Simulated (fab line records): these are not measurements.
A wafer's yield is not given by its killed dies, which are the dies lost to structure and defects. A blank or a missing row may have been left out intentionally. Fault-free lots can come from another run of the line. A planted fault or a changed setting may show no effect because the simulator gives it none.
What tool caused it?	flow sky130	13 lots with 39 wafers sampled at 6 steps, on a route of 708 steps

== WHAT THE GAUGES READ, wafer by wafer ==
SKY_FIELD_ISO_CD_MEAS_13 targets a cd of 150 nm.
lot	measured	on	cd-nm (nm)
L986	day 2 06:25	cd-sem-01	152.4 151.8 152.4
L987	day 2 09:56	cd-sem-01	147.4 147.8 147.0
L988	day 2 15:19	cd-sem-01	149.5 151.0 150.3
L989	day 2 20:02	cd-sem-01	148.8 148.2 147.8
L990	day 3 01:57	cd-sem-01	151.4 151.9 150.7
L991	day 3 09:11	cd-sem-01	150.6 148.7 148.9
L992	day 3 18:42	cd-sem-01	149.9 150.2 150.7
L996	day 4 10:20	cd-sem-02	148.8 148.2 148.6
L999	day 5 00:42	cd-sem-01	153.7 153.7 153.3
L102	day 5 17:25	cd-sem-01	149.9 148.5 148.9
L103	day 5 22:15	cd-sem-01	148.2 148.6 146.8
L105	day 6 09:15	cd-sem-02	150.7 150.3 150.6
L108	day 6 22:29	cd-sem-02	149.1 150.8 150.0

SKY_NWELL_TW_MEAS_26.
lot	measured	on	NWELL_2_TW
L986	day 5 18:32	film-metro-03	496 497 498
L987	day 5 18:38	film-metro-01	492 493 492
L988	day 6 02:20	film-metro-03	487 487 489
L989	day 6 02:46	film-metro-04	501 498 499
L990	day 6 10:32	film-metro-04	498 500 500
L991	day 6 14:50	film-metro-04	499 501 499
L992	day 7 03:56	film-metro-04	497 497 499
L996	day 7 22:26	film-metro-04	177 176 176
L999	day 8 15:00	film-metro-03	494 493 494
L102	day 9 11:32	film-metro-04	497 501 503
L103	day 9 15:22	film-metro-04	499 499 502
L105	day 10 04:04	film-metro-01	494 491 493
L108	day 11 00:17	film-metro-03	495 496 495

SKY_NWELL_RS_MEAS_31: the measuring method here is four-point-probe.
lot	measured	on	PWDE_RS (ohm/sq)
L986	day 5 18:59	film-metro-03	5250 5248 5246
L987	day 5 19:06	film-metro-04	5260 5263 5273
L988	day 6 02:48	film-metro-03	5295 5284 5271
L989	day 6 03:13	film-metro-04	5272 5270 5260
L990	day 6 11:00	film-metro-01	5288 5295 5287
L991	day 6 15:17	film-metro-03	5265 5260 5270
L992	day 7 04:24	film-metro-04	5279 5275 5283
L996	day 7 22:53	film-metro-03	5281 5294 5269
L999	day 8 15:28	film-metro-04	5260 5236 5258
L102	day 9 12:00	film-metro-04	5288 5269 5291
L103	day 9 15:50	film-metro-03	5261 5255 5269
L105	day 10 04:32	film-metro-04	5273 5271 5276
L108	day 11 00:45	film-metro-04	5285 5280 5286

== TOOL THAT RAN EACH LOT (tool first, then ch and the chambers of the sampled wafers, then the start) ==
lot	SKY_FIELD_ISO_ETCH_14	SKY_NWELL_STRIP_14	SKY_NWELL_STRIP_25
L986	rie-diel-02 ch 2,3, day 2 06:32	plasma-asher-01 ch 0,1, day 5 00:17	plasma-asher-01 ch 0,1, day 5 18:26
L987	rie-diel-02 ch 0,1, day 2 10:02	plasma-asher-02 ch 0,1, day 5 00:48	plasma-asher-03 ch 0,1, day 5 18:32
L988	rie-diel-03 ch 1,2, day 2 15:25	plasma-asher-03 ch 1, day 5 08:02	plasma-asher-03 ch 0,1, day 6 02:14
L989	rie-diel-01 ch 0,1,2, day 2 20:08	plasma-asher-01 ch 0,1, day 5 08:23	plasma-asher-02 ch 0,1, day 6 02:39
L990	rie-diel-01 ch 0,1, day 3 02:03	plasma-asher-01 ch 0,1, day 5 15:30	plasma-asher-02 ch 1, day 6 10:26
L991	rie-diel-02 ch 0,2,3, day 3 09:18	plasma-asher-03 ch 0,1, day 5 19:18	plasma-asher-02 ch 0,1, day 6 14:44
L992	rie-diel-02 ch 2,3, day 3 18:48	plasma-asher-01 ch 1, day 6 08:05	plasma-asher-03 ch 0, day 7 03:50
L996	rie-diel-01 ch 1,2, day 4 10:27	plasma-asher-02 ch 0,1, day 7 02:17	plasma-asher-01 ch 0,1, day 7 22:20
L999	rie-diel-03 ch 1,2, day 5 00:47	plasma-asher-03 ch 0,1, day 7 18:14	plasma-asher-01 ch 0,1, day 8 14:55
L102	rie-diel-02 ch 1,2,3, day 5 17:31	plasma-asher-01 ch 0,1, day 8 13:33	plasma-asher-01 ch 0,1, day 9 11:26
L103	rie-diel-02 ch 1,2,3, day 5 22:20	plasma-asher-03 ch 0,1, day 8 16:47	plasma-asher-03 ch 0,1, day 9 15:17
L105	rie-diel-03 ch 0,1,3, day 6 09:20	plasma-asher-02 ch 0,1, day 9 05:31	plasma-asher-02 ch 0,1, day 10 03:58
L108	rie-diel-01 ch 0,1,3, day 6 22:35	plasma-asher-02 ch 0, day 10 01:12	plasma-asher-01 ch 0,1, day 11 00:11
- SKY_FIELD_ISO_ETCH_14: etches BARC in N2/H2, stops on SiO2, time 45.9 s, target depth 60 nm.
- SKY_NWELL_STRIP_14: strips in O2/N2.
- SKY_NWELL_STRIP_25: strips in O2/N2.

== AS READ BY THE TOOLS THEMSELVES (means over the sampled wafers that have a number; for cases with no such wafer, the mark the record gives instead) ==
SKY_FIELD_ISO_ETCH_14.
lot	tool	drypump-motor-current-A (A)	oes-product-au (a.u.)	throttle-valve-pct (%)
L986	rie-diel-02	5.7	0.859	13.231
L987	rie-diel-02	5.3	0.858	13.223
L988	rie-diel-03	6.0	0.856	13.227
L989	rie-diel-01	6.3	0.856	13.228
L990	rie-diel-01	6.2	0.856	13.217
L991	rie-diel-02	5.5	0.859	13.226
L992	rie-diel-02	5.7	0.849	13.222
L996	rie-diel-01	6.0	0.851	13.225
L999	rie-diel-03	5.9	0.854	13.223
L102	rie-diel-02	5.7	0.853	13.227
L103	rie-diel-02	5.7	0.856	13.216
L105	rie-diel-03	5.7	0.857	13.224
L108	rie-diel-01	5.9	0.856	13.223

SKY_NWELL_STRIP_14.
lot	tool	drypump-motor-current-A (A)	oes-product-au (a.u.)	strip-time-to-endpoint-s (s)
L986	plasma-asher-01	5.4	0.727	37.06
L987	plasma-asher-02	5.4	0.724	36.91
L988	plasma-asher-03	6.2	0.725	36.91
L989	plasma-asher-01	5.3	0.723	36.85
L990	plasma-asher-01	5.3	0.719	37.01
L991	plasma-asher-03	5.9	0.724	36.85
L992	plasma-asher-01	5.3	0.724	36.97
L996	plasma-asher-02	5.4	0.964	-
L999	plasma-asher-03	5.6	0.720	36.66
L102	plasma-asher-01	5.4	0.724	37.09
L103	plasma-asher-03	5.6	0.721	36.85
L105	plasma-asher-02	5.7	0.723	36.97
L108	plasma-asher-02	5.2	0.724	36.92

SKY_NWELL_STRIP_25.
lot	tool	drypump-motor-current-A (A)	oes-product-au (a.u.)	strip-time-to-endpoint-s (s)
L986	plasma-asher-01	5.4	0.725	36.84
L987	plasma-asher-03	5.6	0.720	36.94
L988	plasma-asher-03	5.6	0.724	36.78
L989	plasma-asher-02	5.7	0.724	37.05
L990	plasma-asher-02	5.9	0.723	36.86
L991	plasma-asher-02	5.4	0.723	37.02
L992	plasma-asher-03	5.3	0.724	36.75
L996	plasma-asher-01	5.3	0.727	46.94
L999	plasma-asher-01	5.3	0.724	36.74
L102	plasma-asher-01	5.4	0.720	36.94
L103	plasma-asher-03	5.6	0.724	36.95
L105	plasma-asher-02	5.7	0.722	36.88
L108	plasma-asher-01	5.4	0.728	36.91

== THE ANSWER, worked out from the rows above alone ==
Rule: the usual values come from the lots themselves. The widest of any qualifying gaps counts: lots, ordered by their means at a reading, are off when they make up no more than a third of the lots, leave a main group of 4 or more, and stand apart from it by 3 or more times the standard deviation of that group's means. A main group is skipped when, at the precision printed for the reading in the tables above, its means are all equal. Also off: a lot with no number at a reading for which 4 or more lots have one. Any other lot the step has rows for is counted as sound. After the gauges, taken in route order, come the tools' own readings; for these a lot's mean is taken, as printed above. At the first step where some lot is off, the reading lying furthest off is the one used; lots without a number count as furthest.
Off: at SKY_NWELL_TW_MEAS_26 (NWELL_2_TW), L996. The main group has a mean of 496 with a standard deviation of 3.8.
A tool fits if, at a process step before that reading, it ran every lot that is off, and no sound lot after the first of them. Not tried: the gauges at SKY_NWELL_TW_MEAS_26; whatever is off there is also off at SKY_NWELL_STRIP_14, on other tools, and gauge error can't account for it. None of those tried fits.

== WHAT THE SIMULATOR HAD INSERTED ==
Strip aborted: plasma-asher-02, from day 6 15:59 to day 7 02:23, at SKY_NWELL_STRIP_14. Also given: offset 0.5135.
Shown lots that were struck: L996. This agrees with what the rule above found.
